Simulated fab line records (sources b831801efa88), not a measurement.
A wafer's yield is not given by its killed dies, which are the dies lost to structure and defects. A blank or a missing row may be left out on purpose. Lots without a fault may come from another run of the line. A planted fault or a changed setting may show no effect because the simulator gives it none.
The tool behind it: which one?	flow gf180mcu	15 lots, 45 wafers sampled, at 2 steps of a route of 602

== WHAT THE GAUGES READ, wafer by wafer ==
The record lacks any reading of a measuring or inspecting step that a usual standard deviation could be used to judge.

== WHAT TOOL EACH LOT RAN ON (gives the tool, then ch and the chambers of the sampled wafers, and finally the start) ==
lot	GF_SALICIDE_RTA_06	GF_CONTACT_CVD_00
L450	rtp anneal-01 ch 0, day 15 02:43	hdpcvd-02 ch 0,1,2, day 15 03:01
L452	rtp anneal-01 ch 0, day 15 22:17	hdpcvd-02 ch 0,2, day 15 22:35
L454	rtp anneal-02 ch 0, day 16 10:40	hdpcvd-01 ch 0,1, day 16 11:04
L456	rtp anneal-01, day 17 03:47	-
L457	rtp anneal-02, day 17 13:22	-
L455	rtp anneal-02, day 17 14:35	-
L459	rtp anneal-01 ch 0, day 18 09:07	hdpcvd-01 ch 0,1, day 18 09:25
L464	rtp anneal-01 ch 0, day 20 08:07	hdpcvd-02 ch 0,1, day 20 08:25
L465	rtp anneal-01 ch 0, day 20 13:50	hdpcvd-01 ch 0,1, day 20 14:07
L468	rtp anneal-02 ch 0, day 21 15:06	hdpcvd-02 ch 0,2, day 21 15:23
L469	rtp anneal-01 ch 0, day 22 05:03	hdpcvd-01 ch 0,1, day 22 05:20
L470	rtp anneal-02 ch 0, day 22 09:44	hdpcvd-02 ch 0,1,2, day 22 10:02
L471	rtp anneal-01 ch 0, day 22 11:31	hdpcvd-02 ch 0,2, day 22 11:48
L473	rtp anneal-02 ch 0, day 23 12:31	hdpcvd-02 ch 1,2, day 23 12:49
L467	rtp anneal-01 ch 0, day 24 07:17	hdpcvd-01 ch 0,1, day 24 07:35
- GF_SALICIDE_RTA_06: time 30 s.
- GF_CONTACT_CVD_00: deposits SiO2, target thk 300 nm, time 50 s.

== AS READ BY THE TOOLS THEMSELVES (means over the sampled wafers that have a number; for cases with no such wafer, the mark the record gives instead) ==
GF_SALICIDE_RTA_06. Usual: anneal temp c max 532.2, standard deviation 0.56; chamber o2 ppm 2.000, standard deviation 0.021; lamp power pct 5.947 %, standard deviation 0.023; wafer_temp_C_max 533.1, standard deviation 1.1.
lot	tool	anneal temp c max	chamber o2 ppm	lamp power pct (%)	wafer_temp_C_max	flag
L450	rtp anneal-01	533.1	2.016	5.969	532.9	
L452	rtp anneal-01	532.2	1.999	5.969	531.7	
L454	rtp anneal-02	532.1	1.995	5.925	533.5	
L456	rtp anneal-01	-	-	-	-	OFF
L457	rtp anneal-02	-	-	-	-	OFF
L455	rtp anneal-02	-	-	-	-	OFF
L459	rtp anneal-01	533.0	1.990	5.973	532.6	
L464	rtp anneal-01	532.5	2.006	5.972	532.6	
L465	rtp anneal-01	532.6	1.994	5.967	531.9	
L468	rtp anneal-02	531.7	2.009	5.930	533.6	
L469	rtp anneal-01	532.2	2.007	5.970	532.2	
L470	rtp anneal-02	531.9	1.986	5.923	533.9	
L471	rtp anneal-01	532.4	2.007	5.971	532.0	
L473	rtp anneal-02	531.7	2.001	5.927	534.3	
L467	rtp anneal-01	532.8	1.994	5.969	532.3	

GF_CONTACT_CVD_00. Usual: pressure mtorr at 5.999 mTorr, with a standard deviation of 0.011.
lot	tool	pressure mtorr (mTorr)	flag
L450	hdpcvd-02	5.995	
L452	hdpcvd-02	5.999	
L454	hdpcvd-01	6.007	
L459	hdpcvd-01	6.000	
L464	hdpcvd-02	6.010	
L465	hdpcvd-01	6.004	
L468	hdpcvd-02	5.999	
L469	hdpcvd-01	6.009	
L470	hdpcvd-02	5.995	
L471	hdpcvd-02	6.004	
L473	hdpcvd-02	5.995	
L467	hdpcvd-01	6.000	

== THE ANSWER, worked out from the rows above alone ==
Rule: a lot is off if the mean of its wafers that have a number lies more than 3 standard deviations from the usual mean. A lot without any number at a reading at which 4 lots or more have one is off too. Any other lot the step has rows for is counted as sound. Order of review: gauges by route order, followed by the tools' own readings, for which a lot's mean as printed above is used. At the first step where some lot is off, the reading lying furthest off is the one used; lots without a number count as furthest.
Off: L456, L457, L455, at GF_SALICIDE_RTA_06 (anneal temp c max). Without a number there: L456, L457, L455.
A tool fits if, at that step or a process step before it, it ran every lot that is off, and no sound lot after the first of them. None of those tried fits.

== WHAT THE SIMULATOR PUT IN ==
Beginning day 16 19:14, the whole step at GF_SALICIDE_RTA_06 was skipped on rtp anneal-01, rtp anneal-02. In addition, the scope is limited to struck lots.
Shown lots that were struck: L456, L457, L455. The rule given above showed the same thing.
